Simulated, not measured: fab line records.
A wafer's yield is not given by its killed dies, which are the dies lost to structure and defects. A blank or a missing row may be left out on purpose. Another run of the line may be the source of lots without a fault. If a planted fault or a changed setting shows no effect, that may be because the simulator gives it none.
A lot that was struck, set against a sound lot	flow sfq line	21 steps out of a route of 325
Sound: the wafers L599.3, L599.4, L599.5. Wafers L611.1, L611.3, L611.6 were the ones struck. The cause is named last.
Each step with rows lists, per side, the tool, then ch with its chambers, then its first start. Under that, the readings that differ: sound wafers	struck wafers	difference of the means	sigmas: that difference in standard deviations of wafers without a fault.
alike: words and numbers the same on both sides, and readings whose means are apart by under 2 such deviations; not compared: readings that were withheld, readings missing a value for some wafer, numbers with overlapping values and no deviation given by the record, and bounds like >300 which may hide the same value.
A row with sigmas, a row that says differs or no value, or rows on one side alone: a step with any of these is where the two part. Numbers that don't overlap but have no deviation are shown without sigmas and don't part them. A reading missing from all wafers of one side parts the sides only when that side holds two or more wafers.

first, 3 steps without rows for these wafers: SFQ_TRILAYER_M4_LITHO_EXPOSE_094 (exposes mask M4, target cd 500 nm); SFQ_TRILAYER_M4_LITHO_PEB_096 (peb time 60 s); SFQ_TRILAYER_M4_LITHO_DEVELOP_095 (time 60 s).
SFQ_M4_OVL_MEAS_926:
  sound: overlay-01 at day 37 19:21; struck: overlay-02 at day 47 16:41
  alike: M4_OVL
SFQ_TRILAYER_M4_BARC_OPEN_METAL_ETCH_123: etches BARC in O2, target depth 125 nm, time 41.7 s.
  sound on rie metal-02 ch 0,1, day 37 19:23; struck on rie metal-04 ch 0,1, day 47 16:43
  alike: drypump motor current A, oes product au
  not compared: rf hours counter h
then, 1 step without rows for these wafers: SFQ_TRILAYER_M4_ETCH_METAL_ETCH_096 (etches Nb in Cl2/Ar, stops on SiO2, target depth 240 nm, time 120 s).
SFQ_TRILAYER_M4_STRIP_STRIP_097: strips in O2.
  sound on rie metal-02 ch 0,1, day 37 19:46; struck on rie metal-04 ch 0,1, day 47 16:55
  alike: drypump motor current A, oes product au
  not compared: rf hours counter h
then, 1 step without rows for these wafers: SFQ_TRILAYER_M4_STRIP_SOLV_CLEAN_098 (cleans in NMP, time 600 s).
SFQ_TRILAYER_I4_DEP_PECVD_099: deposits SiO2 from SiH4/N2O, time 111.11 s, target thk 500 nm.
  sound on pecvd-03 ch 0,1, day 37 20:22; struck on pecvd-03 ch 0,1,2, day 47 17:41
  alike: heater power w, throttle valve pct
SFQ_TRILAYER_I4_CMP_CMP_100: polishes SiO2.
  sound on cmp-01 ch 0,1,2, day 38 03:05; struck on cmp-01 ch 0,1,3, day 47 18:52
  alike: head pressure psi, motor current A, slurry filter dp kPa, time to endpoint s
SFQ_I4_BOW_MEAS_927:
  sound: film metro-04 at day 38 05:38; struck: film metro-03 at day 47 21:22
  alike: I4_BOW
after that, 1 step had no rows for these wafers: SFQ_TRILAYER_I4_METRO_MEASURE_101.
SFQ_TRILAYER_I4_VIA_LITHO_COAT_108: resist thk 62 nm.
  sound on litho track-03 ch 0, day 38 07:01; struck on litho track-04 ch 0, day 47 22:41
reading	sound	struck	difference	sigmas
spin speed rpm (rpm)	3003.7 3001.6 3000.6	2914.8 2912.8 2910.6	-89.2	-45
model.BARC_of_TRILAYER_I4_VIA_LITHO_COAT_108.thk nm (nm)	62.01 61.84 62.02	63.29 63.4 63.12	+1.31	
then, 5 steps without rows for these wafers: SFQ_TRILAYER_I4_VIA_LITHO_COAT_103 (resist thk 650 nm); SFQ_TRILAYER_I4_VIA_LITHO_SOFTBAKE_107; SFQ_TRILAYER_I4_VIA_LITHO_EXPOSE_104 (exposes mask I4, target cd 700 nm); SFQ_TRILAYER_I4_VIA_LITHO_PEB_106 (peb time 60 s); SFQ_TRILAYER_I4_VIA_LITHO_DEVELOP_105 (time 60 s).
SFQ_I4_OVL_MEAS_928:
  sound: overlay-02 at day 44 11:54; struck: overlay-01 at day 48 03:24
  alike: I4_OVL
SFQ_TRILAYER_I4_VIA_BARC_OPEN_VIA_ETCH_146: etches BARC in O2, target depth 125 nm, time 41.7 s.
  sound on rie diel-02 ch 0,1, day 44 11:55; struck on rie diel-01 ch 1,2,3, day 48 03:26
reading	sound	struck	difference	sigmas
model.etch.depth nm (nm)	62.01 61.84 62.02	63.29 63.4 63.12	+1.31	
  alike: drypump motor current A, oes product au
  not compared: rf hours counter h
SFQ_TRILAYER_I4_VIA_ETCH_VIA_ETCH_106: etches SiO2 in CHF3, stops on Nb, target depth 260 nm.
  sound on rie diel-02 ch 0,1, day 44 11:58; struck on rie diel-01 ch 1,2,3, day 48 03:28
  alike: drypump motor current A, oes product au

## WHERE THEY PART
Only at SFQ_TRILAYER_I4_VIA_LITHO_COAT_108, within this record. Later steps at which nothing parts them and some readings are alike: SFQ_I4_OVL_MEAS_928, SFQ_TRILAYER_I4_VIA_BARC_OPEN_VIA_ETCH_146, SFQ_TRILAYER_I4_VIA_ETCH_VIA_ETCH_106.

WHY: what had been put in by the simulator
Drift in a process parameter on litho track-04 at SFQ_TRILAYER_I4_VIA_LITHO_COAT_108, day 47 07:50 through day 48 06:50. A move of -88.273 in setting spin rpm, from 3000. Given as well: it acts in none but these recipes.
